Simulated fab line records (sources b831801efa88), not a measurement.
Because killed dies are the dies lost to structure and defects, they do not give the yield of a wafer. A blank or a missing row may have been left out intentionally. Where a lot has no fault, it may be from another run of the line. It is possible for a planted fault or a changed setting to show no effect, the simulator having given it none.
Matching of chambers :: flow gf180mcu :: cmp-02 running GF_V2_CMP_04: 4 sister chambers
The step polishes SiO2. 4 wafers are shown with their chamber, then 12 later ones without.

## WAFERS WITH THEIR CHAMBER
wafer: L089.2
chamber: 3
motor-current-A (A): 12.1

wafer: L090.2
chamber: 0
motor-current-A (A): 10.6

wafer: L090.5
chamber: 1
motor-current-A (A): 13.7

wafer: L090.6
chamber: 2
motor-current-A (A): 11.6

## WAFERS WHOSE CHAMBER IS MISSING
wafer: L093.4
motor-current-A (A): 11.1

wafer: L093.5
motor-current-A (A): 11.9

wafer: L093.6
motor-current-A (A): 14.1

wafer: L095.2
motor-current-A (A): 10.6

wafer: L095.3
motor-current-A (A): 11.8

wafer: L095.4
motor-current-A (A): 12.1

wafer: L096.2
motor-current-A (A): 14.0

wafer: L096.4
motor-current-A (A): 11.4

wafer: L096.6
motor-current-A (A): 13.3

wafer: L097.2
motor-current-A (A): 11.3

wafer: L097.5
motor-current-A (A): 13.4

wafer: L097.6
motor-current-A (A): 11.1

## CHAMBER TAKEN BY EACH
wafer: L093.4
from the rows above: can't be placed: 0 or 2 or 3
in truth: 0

wafer: L093.5
from the rows above: can't be placed: 3 or 2
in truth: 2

wafer: L093.6
from the rows above: 1
in truth: 1

wafer: L095.2
from the rows above: 0
in truth: 0

wafer: L095.3
from the rows above: can't be placed: 2 or 3
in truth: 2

wafer: L095.4
from the rows above: can't be placed: 3 or 2
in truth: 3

wafer: L096.2
from the rows above: 1
in truth: 1

wafer: L096.4
from the rows above: can't be placed: 2 or 3 or 0
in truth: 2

wafer: L096.6
from the rows above: 1
in truth: 1

wafer: L097.2
from the rows above: can't be placed: 2 or 0 or 3
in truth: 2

wafer: L097.5
from the rows above: 1
in truth: 1

wafer: L097.6
from the rows above: can't be placed: 0 or 2 or 3
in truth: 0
Correct placement for 5 of the 12. Unplaceable from these rows: 7, with the true chamber sitting among the candidates in 7. 0 placed wrongly.
How it was worked out, from the rows above alone: a wafer's distance from a chamber is the root of the sum, over the readings, of the square of ((its reading less the chamber's mean) divided by the reading's scatter). If the next closest chamber is less than 2 further off than the closest, the wafer can't be placed; otherwise it belongs to the closest. A chamber's mean is the mean of its shown wafers. The scatter: with one shown wafer a chamber, the root of the mean of the squares of how far each hidden wafer lies from its nearest shown one.
